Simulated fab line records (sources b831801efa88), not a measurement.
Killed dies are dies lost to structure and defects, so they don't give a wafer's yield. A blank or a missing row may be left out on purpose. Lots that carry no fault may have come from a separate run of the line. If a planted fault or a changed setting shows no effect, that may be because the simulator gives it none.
Which tool is to blame?	flow sky130	36 wafers from 12 lots sampled at 5 of the route's 708 steps

== WHAT THE GAUGES SHOWED, per wafer ==
SKY_VIA1_THK_MEAS_01. Usual: for VIA1_HDPCVD_THK the level is 1032 nm and the standard deviation is 8.2.
lot	measured	on	VIA1_HDPCVD_THK (nm)	flag
L485	day 34 03:20	filmMetro-03	1043 1040 1042	
L484	day 34 05:05	filmMetro-03	1033 1023 1037	
L487	day 34 06:59	filmMetro-03	1022 1023 1023	
L489	day 35 04:59	filmMetro-03	1033 1035 1028	
L491	day 35 12:10	filmMetro-01	1032 1032 1038	
L492	day 35 13:41	filmMetro-01	1036 1049 1030	
L494	day 36 01:45	filmMetro-04	1030 1032 1023	
L493	day 36 02:45	filmMetro-01	1042 1031 1045	
L498	day 37 07:36	filmMetro-04	1026 1032 1028	
L499	day 38 00:14	filmMetro-01	1031 1033 1029	
L503	day 39 04:06	filmMetro-03	1041 1037 1046	
L504	day 39 08:04	filmMetro-04	1044 1040 1044	

SKY_CAPM_THK_MEAS_01. Usual: for CAPM_CVD_00_THK the level is 15.61 nm and the standard deviation is 0.18.
lot	measured	on	CAPM_CVD_00_THK (nm)	flag
L485	day 37 17:50	filmMetro-04	15.76 15.60 15.60	
L484	day 37 18:27	filmMetro-04	15.61 15.56 15.75	
L487	day 37 20:14	filmMetro-02	15.36 15.38 15.31	
L489	day 38 14:26	filmMetro-02	15.55 15.56 15.43	
L491	day 38 23:04	filmMetro-04	15.33 15.29 15.62	
L492	day 39 00:03	filmMetro-02	15.49 15.57 15.75	
L494	day 39 10:40	filmMetro-03	15.66 15.89 15.76	
L493	day 39 11:05	filmMetro-02	15.44 15.93 15.57	
L498	day 40 15:28	filmMetro-03	15.76 15.79 15.67	
L499	day 41 07:25	filmMetro-04	15.53 15.31 15.64	
L503	day 42 09:28	filmMetro-04	15.56 15.65 15.72	
L504	day 42 13:18	filmMetro-03	15.64 15.67 15.86	

SKY_CAPM_OVL_MEAS_12. Usual: for CAPM_OVL the level is 0.6 nm and the standard deviation is 1.3.
lot	measured	on	CAPM_OVL (nm)	flag
L485	day 38 18:45	overlay-01	0.0 0.4 1.4	
L484	day 38 19:03	overlay-01	1.0 -0.5 1.6	
L487	day 38 21:06	overlay-01	1.8 1.6 1.2	
L489	day 39 15:35	overlay-02	-1.1 -1.2 0.1	
L491	day 39 23:45	overlay-01	-0.6 -1.5 0.2	
L492	day 40 00:17	overlay-02	0.3 -1.4 0.5	
L494	day 40 10:24	overlay-02	1.4 1.5 0.0	
L493	day 40 11:30	overlay-02	0.2 -0.7 -1.8	
L498	day 41 15:07	overlay-01	-1.1 0.2 -1.2	
L499	day 42 06:38	overlay-01	3.1 3.1 2.0	
L503	day 43 08:38	overlay-02	1.1 1.0 2.3	
L504	day 43 12:21	overlay-02	1.2 -0.1 0.9	

== WHAT TOOL EACH LOT RAN ON (gives the tool, then ch and the chambers of the sampled wafers, and finally the start) ==
lot	SKY_VIA2_CMP_02	SKY_VIA2_ETCH_15
L485	cmp-01 ch 1,2,3, day 36 12:52	rieDiel-01 ch 0,1, day 37 15:41
L484	cmp-02 ch 0,1, day 36 13:27	rieDiel-04 ch 1,2, day 37 15:59
L487	cmp-02 ch 0,1,2, day 36 15:29	rieDiel-04 ch 0,2,3, day 37 18:08
L489	cmp-02 ch 0,2,3, day 37 11:05	rieDiel-04 ch 1,2,3, day 38 12:53
L491	cmp-01 ch 0,1,3, day 37 19:58	rieDiel-01 ch 0,3, day 38 21:32
L492	cmp-01 ch 0,1, day 37 21:07	rieDiel-04 ch 1,2,3, day 38 22:32
L494	cmp-01 ch 0,1,3, day 38 07:55	rieDiel-01 ch 0,2,3, day 39 09:08
L493	cmp-01 ch 0,1,2, day 38 08:22	rieDiel-04 ch 0,2,3, day 39 09:29
L498	cmp-01 ch 0,2,3, day 39 12:53	rieDiel-02 ch 0,3, day 40 13:50
L499	cmp-01 ch 0,1,2, day 40 04:50	rieDiel-04 ch 0,3, day 41 05:47
L503	cmp-02 ch 0,1,3, day 41 07:57	rieDiel-02 ch 0,1,3, day 42 07:56
L504	cmp-02 ch 0,2, day 41 11:38	rieDiel-04 ch 0,1, day 42 11:43
- SKY_VIA2_CMP_02: polishes SiO2.
- SKY_VIA2_ETCH_15: etches SiO2 in C4F8/O2/Ar, stops on TiN, target depth 546 nm, time 84 s.

== WHAT THE TOOLS THEMSELVES READ (means of the sampled wafers that have a number; where no wafer has one, the mark that the record gives instead) ==
SKY_VIA2_CMP_02. Usual: headPressurePsi 4.000 psi, standard deviation 0.0086; motorCurrentA 11.7 A, standard deviation 0.68; slurryFlowMlMin 149.9, standard deviation 0.47.
lot	tool	headPressurePsi (psi)	motorCurrentA (A)	slurryFlowMlMin	flag
L485	cmp-01	3.997	11.7	149.9	
L484	cmp-02	3.998	12.5	150.3	
L487	cmp-02	4.010	11.7	150.2	
L489	cmp-02	4.004	11.7	150.3	
L491	cmp-01	4.001	11.8	149.8	
L492	cmp-01	3.988	12.2	149.5	
L494	cmp-01	4.001	11.7	149.9	
L493	cmp-01	3.998	11.8	149.5	
L498	cmp-01	3.993	11.4	149.6	
L499	cmp-01	3.997	12.1	150.3	
L503	cmp-02	4.000	11.8	150.0	
L504	cmp-02	3.998	11.3	150.3	

SKY_VIA2_ETCH_15. Usual: biasW 1200 W, standard deviation 3.3; oesProductAu 0.940 a.u., standard deviation 0.0044.
lot	tool	biasW (W)	oesProductAu (a.u.)	flag
L485	rieDiel-01	1199	0.940	
L484	rieDiel-04	1204	0.939	
L487	rieDiel-04	1199	0.937	
L489	rieDiel-04	1202	0.940	
L491	rieDiel-01	1199	0.937	
L492	rieDiel-04	1200	0.940	
L494	rieDiel-01	1201	0.934	
L493	rieDiel-04	1201	0.944	
L498	rieDiel-02	1203	0.987	OFF
L499	rieDiel-04	1203	0.988	OFF
L503	rieDiel-02	1203	0.942	
L504	rieDiel-04	1204	0.938	

== THE ANSWER, worked out from the rows above alone ==
Rule: take the mean of a lot's wafers that have a number; if it is more than 3 standard deviations from the usual mean, the lot is off. Also off: a lot with no number at a reading for which 4 or more lots have one. Where the step has rows for the other lots, those lots are counted as sound. The gauges are gone through in route order, then the tools' own readings, and for those a lot's mean is taken as printed above. The first step at which some lot is off is used, and at that step the reading that is off furthest; a lot without a number counts as furthest.
Off, at SKY_VIA2_ETCH_15 on oesProductAu: L498, L499.
If a tool, at that step or one of the process steps before it, ran each lot that is off and ran no sound lot following the first of them, it fits. One fits: SKY_VIA2_CMP_02 on cmp-01. Its last sound lot is L493 (day 38 08:22), its first lot that is off L498 (day 39 12:53): a fault that began between those two fits.

== WHAT HAD BEEN PUT IN BY THE SIMULATOR ==
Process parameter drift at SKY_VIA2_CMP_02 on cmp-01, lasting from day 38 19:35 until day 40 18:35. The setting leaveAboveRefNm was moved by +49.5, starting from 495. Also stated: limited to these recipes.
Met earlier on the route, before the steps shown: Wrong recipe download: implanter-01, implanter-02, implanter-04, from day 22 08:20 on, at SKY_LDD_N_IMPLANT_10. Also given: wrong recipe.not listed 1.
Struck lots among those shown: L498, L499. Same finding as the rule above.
